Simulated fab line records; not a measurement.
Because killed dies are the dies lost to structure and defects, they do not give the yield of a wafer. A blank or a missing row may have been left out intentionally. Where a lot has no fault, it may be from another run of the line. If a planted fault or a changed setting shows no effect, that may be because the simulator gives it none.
Tool commonality check ; flow gf180mcu ; 33 wafers sampled across 11 lots

REASON FOR OPENING
Of 11 lots, 2 have the reading V4_CVD_02_THK flagged at GF_V4_THK_MEAS_03. Wafers without a fault read 853 nm, standard deviation 11.
Rule: a lot is flagged when every wafer of it that has a number lies more than 4 standard deviations from that mean, or none has a number. The rest of the lots are taken to be sound.

lot;measured;on;V4_CVD_02_THK (nm), wafer by wafer;flag
L309;day 23 12:34;filmMetro-03;836 847 857;
L312;day 24 19:00;filmMetro-01;858 870 882;
L313;day 25 01:38;filmMetro-01;844 847 868;
L314;day 25 13:11;filmMetro-04;846 844 849;
L320;day 27 15:10;filmMetro-04;843 846 850;
L322;day 28 04:03;filmMetro-04;1216 1236 1241;FLAGGED
L324;day 29 01:31;filmMetro-01;1224 1228 1247;FLAGGED
L326;day 29 08:18;filmMetro-03;866 871 865;
L325;day 29 11:16;filmMetro-03;871 860 867;
L329;day 30 01:39;filmMetro-04;844 859 863;
L331;day 30 13:46;filmMetro-01;831 861 860;
Average over the flagged lots: 1232 nm; offset from the usual +379 nm, equal to +34 standard deviations.

TOOL THAT RAN EACH LOT
4 process steps preceding the reading are held in the record, out of 602 steps in the route. Each cell gives the tool, then ch followed by the chambers the sampled wafers passed through, then the start.
lot;flag;GF_V2_STRIP_18;GF_V2_CMP_26;GF_V3_SPUTTER_21;GF_V4_CVD_02
L309;;plasmaAsher-04 ch 0,1, day 20 07:59;cmp-02 ch 1,2,3, day 20 08:57;pvdSputter-02, day 22 11:19;pecvd-02 ch 1,2, day 23 12:29
L312;;plasmaAsher-02 ch 0,1, day 21 17:04;cmp-02 ch 0,1, day 21 18:00;pvdSputter-02, day 23 19:29;pecvd-01 ch 1,2, day 24 18:55
L313;;plasmaAsher-01 ch 0,1, day 22 00:02;cmp-01 ch 0,1,3, day 22 00:57;pvdSputter-01, day 24 01:49;pecvd-01 ch 0,1,2, day 25 01:34
L314;;plasmaAsher-01 ch 0,1, day 22 12:05;cmp-02 ch 0,1,2, day 22 13:00;pvdSputter-01, day 24 13:08;pecvd-01 ch 0,1,2, day 25 13:07
L320;;plasmaAsher-04 ch 0,1, day 24 19:20;cmp-02 ch 1,2,3, day 24 20:25;pvdSputter-03, day 26 16:55;pecvd-01 ch 0,1,2, day 27 15:06
L322;FLAGGED;plasmaAsher-01 ch 0,1, day 25 10:34;cmp-01 ch 0,1,2, day 25 11:33;pvdSputter-02, day 27 06:04;pecvd-01 ch 0,1,2, day 28 03:58
L324;FLAGGED;plasmaAsher-04 ch 0,1, day 26 09:11;cmp-01 ch 1,2,3, day 26 10:13;pvdSputter-02, day 28 04:11;pecvd-01 ch 1,2, day 29 01:26
L326;;plasmaAsher-01 ch 0,1, day 26 15:28;cmp-02 ch 1,2,3, day 26 16:31;pvdSputter-03, day 28 11:33;pecvd-02 ch 0,1,2, day 29 08:14
L325;;plasmaAsher-01 ch 0, day 26 06:50;cmp-01 ch 2,3, day 26 20:01;pvdSputter-01, day 28 14:10;pecvd-04 ch 1,2, day 29 11:12
L329;;plasmaAsher-02 ch 0,1, day 27 10:05;cmp-02 ch 0,1,3, day 27 11:01;pvdSputter-01, day 29 04:19;pecvd-04 ch 1,2, day 30 01:35
L331;;plasmaAsher-02 ch 0,1, day 27 23:11;cmp-01 ch 1,2,3, day 28 00:16;pvdSputter-02, day 29 17:31;pecvd-04 ch 0,1,2, day 30 13:41
What is done by these steps:
- GF_V2_STRIP_18: strips in O2/N2.
- GF_V2_CMP_26: polishes, stops on SiO2, t overpolish 15 s, target thk 0 nm.
- GF_V3_SPUTTER_21: material Ti, target thk 15 nm, time 80.02 s.
- GF_V4_CVD_02: deposits SiO2 from TEOS, target thk 850 nm, time 94.851 s.
- GF_V4_THK_MEAS_03

FLAGGED AGAINST TOTAL, ONE TOOL AT A TIME (gauges that did the reading follow at the end)
step;tool;lots run;flagged;share of the flagged lots;sound lots run after its first flagged lot
GF_V2_STRIP_18;plasmaAsher-01;5;1;some;2 (L325,L326)
GF_V2_STRIP_18;plasmaAsher-02;3;0;none;-
GF_V2_STRIP_18;plasmaAsher-04;3;1;some;0
GF_V2_CMP_26;cmp-01;5;2;all;2 (L325,L331)
GF_V2_CMP_26;cmp-02;6;0;none;-
GF_V3_SPUTTER_21;pvdSputter-01;4;0;none;-
GF_V3_SPUTTER_21;pvdSputter-02;5;2;all;1 (L331)
GF_V3_SPUTTER_21;pvdSputter-03;2;0;none;-
GF_V4_CVD_02;pecvd-01;6;2;all;0
GF_V4_CVD_02;pecvd-02;2;0;none;-
GF_V4_CVD_02;pecvd-04;3;0;none;-
GF_V4_THK_MEAS_03;filmMetro-01;4;1;some;1 (L331)
GF_V4_THK_MEAS_03;filmMetro-03;3;0;none;-
GF_V4_THK_MEAS_03;filmMetro-04;4;1;some;1 (L329)

THE TABLE: WHAT IT ALLOWS
In the table, 3 rows ran each flagged lot (cmp-01 at GF_V2_CMP_26; pvdSputter-02 at GF_V3_SPUTTER_21; pecvd-01 at GF_V4_CVD_02).
- cmp-01 at GF_V2_CMP_26 ran 5 lots, 2 of them flagged. Sound lots ran on it after the first flagged one (L325, L331), which a lasting fault on the whole tool wouldn't allow.
- pvdSputter-02 at GF_V3_SPUTTER_21 ran 5 lots, 2 of them flagged. Sound lots ran on it after the first flagged one (L331), which a lasting fault on the whole tool wouldn't allow.
- pecvd-01 at GF_V4_CVD_02 ran 6 lots, 2 of them flagged. A fault beginning between L320 (day 27 15:06), its last sound lot, and L322 (day 28 03:58), its first flagged one, fits the data.
Just one tool remains: pecvd-01 at GF_V4_CVD_02.

WHAT WAS PUT IN BY THE SIMULATOR
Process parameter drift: pecvd-01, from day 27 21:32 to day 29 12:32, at GF_V4_CVD_02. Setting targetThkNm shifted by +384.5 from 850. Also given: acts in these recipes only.
Shown lots that were struck: L322, L324. The same result came from the rule above.
